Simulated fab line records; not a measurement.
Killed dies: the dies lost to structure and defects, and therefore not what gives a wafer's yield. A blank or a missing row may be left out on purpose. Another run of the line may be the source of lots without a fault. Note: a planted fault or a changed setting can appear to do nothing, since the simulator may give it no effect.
Chamber matching	flow gf180mcu	3 sister chambers for GF_V4_CVD_00 on hdpcvd-02
The step deposits SiO2, target thk 600 nm, time 100 s. 3 wafers are shown with their chamber, then 8 later ones without.

== WAFERS PAIRED WITH THEIR CHAMBERS ==
wafer	chamber	sih4 flow sccm (sccm)
L719.4	1	59.91
L723.5	2	60.10
L724.1	0	59.72

== WAFERS WITHOUT THEIR CHAMBER ==
wafer	sih4 flow sccm (sccm)
L724.2	60.38
L724.5	60.30
L736.2	59.97
L736.4	59.95
L736.5	60.02
L738.3	59.94
L738.4	60.23
L738.6	59.92

== WHICH CHAMBER EACH ONE RAN IN ==
wafer	from the rows above	in truth
L724.2	can't be placed: 2 or 1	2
L724.5	can't be placed: 2 or 1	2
L736.2	can't be placed: 1 or 2 or 0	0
L736.4	can't be placed: 1 or 2 or 0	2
L736.5	can't be placed: 2 or 1 or 0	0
L738.3	can't be placed: 1 or 2 or 0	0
L738.4	can't be placed: 2 or 1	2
L738.6	can't be placed: 1 or 2 or 0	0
Correct placement for 0 of the 8. Unplaceable from these rows: 8, with the true chamber sitting among the candidates in 8. Wrongly placed: 0.
How it was worked out, from the rows above alone: a wafer's distance from a chamber is the root of the sum, over the readings, of the square of ((its reading less the chamber's mean) divided by the reading's scatter). If the next closest chamber is less than 2 further off than the closest, the wafer can't be placed; otherwise it belongs to the closest. The mean given for a chamber averages the wafers shown for that chamber. The scatter: with one shown wafer a chamber, the root of the mean of the squares of how far each hidden wafer lies from its nearest shown one.
